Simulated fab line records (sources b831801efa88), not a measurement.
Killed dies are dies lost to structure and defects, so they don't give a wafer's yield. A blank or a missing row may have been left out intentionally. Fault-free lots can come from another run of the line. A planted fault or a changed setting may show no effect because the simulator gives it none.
The tool behind it: which one? | flow gf180mcu | 15 lots with 45 wafers sampled at 4 steps, on a route of 602 steps

== WHAT THE GAUGES SHOWED, per wafer ==
GF_SALICIDE_THK_MEAS_05: measures by xrf. Usual: SALICIDE_TIN_THK typically reads 20.07 nm, with standard deviation 0.24.
lot  | measured     | on            | SALICIDE_TIN_THK (nm) | flag
L699 | day 15 10:02 | film metro-03 | 19.78 19.89 19.90     |
L700 | day 15 15:14 | film metro-04 | 19.89 20.00 19.89     |
L701 | day 16 06:08 | film metro-01 | 20.32 20.60 20.25     |
L702 | day 16 22:38 | film metro-01 | 20.21 20.29 20.17     |
L704 | day 17 22:23 | film metro-04 | 19.84 19.91 20.00     |
L706 | day 18 02:17 | film metro-01 | 20.21 20.45 20.35     |
L707 | day 18 13:32 | film metro-03 | 20.14 20.13 20.04     |
L709 | day 19 02:01 | film metro-03 | 19.92 20.06 20.04     |
L708 | day 19 07:17 | film metro-03 | 20.12 20.15 20.21     |
L710 | day 19 17:43 | film metro-03 | 20.06 20.19 20.01     |
L712 | day 20 05:17 | film metro-04 | 20.11 19.96 19.86     |
L716 | day 21 16:55 | film metro-04 | 19.88 20.06 19.95     |
L721 | day 24 23:49 | film metro-04 | 20.11 20.13 20.20     |

GF_CONTACT_BOW_MEAS_05. Usual: CONTACT_BOW typically reads 65 um, with standard deviation 6.9.
lot  | measured     | on            | CONTACT_BOW (um) | flag
L699 | day 15 10:56 | film metro-02 | 71 53 64         |
L700 | day 15 16:08 | film metro-01 | 52 54 64         |
L701 | day 16 07:01 | film metro-04 | 62 74 55         |
L702 | day 16 23:32 | film metro-04 | 81 63 82         |
L704 | day 17 23:17 | film metro-02 | 58 67 65         |
L706 | day 18 03:11 | film metro-01 | 75 74 70         |
L707 | day 18 14:26 | film metro-01 | 74 68 67         |
L709 | day 19 02:55 | film metro-01 | 67 57 54         |
L708 | day 19 08:11 | film metro-04 | 65 65 56         |
L710 | day 19 18:37 | film metro-04 | 62 72 77         |
L712 | day 20 06:12 | film metro-02 | 80 52 53         |
L716 | day 21 17:48 | film metro-04 | 62 71 68         |
L721 | day 25 00:44 | film metro-01 | 65 72 56         |

GF_M1_RS_MEAS_05: a four-point-probe measurement. Usual: M1_ALCU_RS typically reads 0.0695 ohm/sq, with standard deviation 0.00073.
lot  | measured     | on            | M1_ALCU_RS (ohm/sq)  | flag
L699 | day 16 10:59 | film metro-02 | 0.0676 0.0677 0.0677 |
L700 | day 16 16:32 | film metro-02 | 0.0708 0.0708 0.0710 |
L701 | day 17 07:28 | film metro-02 | 0.0695 0.0696 0.0692 |
L702 | day 18 00:05 | film metro-01 | 0.0692 0.0679 0.0688 |
L704 | day 19 00:52 | film metro-03 | 0.0695 0.0694 0.0695 |
L706 | day 19 05:26 | film metro-02 | 0.0696 0.0695 0.0691 |
L707 | day 19 16:59 | film metro-01 | 0.0691 0.0697 0.0695 |
L709 | day 20 05:16 | film metro-02 | 0.0701 0.0700 0.0694 |
L708 | day 20 10:35 | film metro-01 | 0.0702 0.0705 0.0702 |
L710 | day 20 21:10 | film metro-03 | 0.0697 0.0702 0.0700 |
L712 | day 21 08:55 | film metro-01 | 0.0699 0.0696 0.0696 |
L716 | day 22 19:13 | film metro-01 | 0.0686 0.0687 0.0688 |
L721 | day 26 00:20 | film metro-03 | 0.0701 0.0697 0.0695 |

== EACH LOT AND THE TOOL THAT RAN IT (in order: tool; ch and the chambers of the sampled wafers; start) ==
lot  | GF_DUAL_GATE_OXIDATION_02
L699 | furnace-01 ch 0, day 7 16:35
L700 | furnace-01 ch 0, day 7 22:31
L701 | furnace-01 ch 0, day 8 10:55
L702 | furnace-01 ch 0, day 8 22:50
L704 | furnace-02 ch 0, day 9 16:41
L706 | furnace-02 ch 0, day 9 19:32
L707 | furnace-02 ch 0, day 10 03:26
L709 | furnace-02 ch 0, day 10 14:47
L708 | furnace-01 ch 0, day 10 17:06
L710 | furnace-02 ch 0, day 11 01:31
L712 | furnace-01 ch 0, day 11 09:20
L711 | furnace-02 ch 0, day 12 08:58
L716 | furnace-02 ch 0, day 12 13:25
L713 | furnace-01 ch 0, day 12 23:56
L721 | furnace-01 ch 0, day 15 11:20
- GF_DUAL_GATE_OXIDATION_02: stabilise 600 s, purge 300 s, target thk 10.887 nm.

== AS READ BY THE TOOLS THEMSELVES (means over the sampled wafers that have a number; for cases with no such wafer, the mark the record gives instead) ==
GF_DUAL_GATE_OXIDATION_02. Usual: spike tc top C 912.6 C, standard deviation 2.8; zone power bottom pct 27.3 %, standard deviation 1.8.
lot  | tool       | spike tc top C (C) | zone power bottom pct (%) | flag
L699 | furnace-01 | 914.6              | 28.9                      |
L700 | furnace-01 | 916.0              | 29.0                      |
L701 | furnace-01 | 914.1              | 29.0                      |
L702 | furnace-01 | 914.3              | 29.2                      |
L704 | furnace-02 | 909.9              | 25.7                      |
L706 | furnace-02 | 909.8              | 25.5                      |
L707 | furnace-02 | 909.8              | 25.5                      |
L709 | furnace-02 | 909.3              | 25.7                      |
L708 | furnace-01 | 915.5              | 29.1                      |
L710 | furnace-02 | 909.4              | 25.5                      |
L712 | furnace-01 | 914.6              | 28.8                      |
L711 | furnace-02 | 911.1              | 25.6                      |
L716 | furnace-02 | 910.6              | 25.6                      |
L713 | furnace-01 | 915.4              | 29.0                      |
L721 | furnace-01 | 915.9              | 29.1                      |

== THE ANSWER, worked out from the rows above alone ==
Rule: lot off if the mean of its wafers having a number is beyond 3 standard deviations from the usual mean. A lot without any number at a reading at which 4 lots or more have one is off too. Where the step has rows for the other lots, those lots are counted as sound. Order of review: gauges by route order, followed by the tools' own readings, for which a lot's mean as printed above is used. The first step at which some lot is off is used, and at that step the reading that is off furthest; a lot without a number counts as furthest.
Nothing can be told from this: no lot is off at any reading shown.

== WHAT WAS PUT IN BY THE SIMULATOR ==
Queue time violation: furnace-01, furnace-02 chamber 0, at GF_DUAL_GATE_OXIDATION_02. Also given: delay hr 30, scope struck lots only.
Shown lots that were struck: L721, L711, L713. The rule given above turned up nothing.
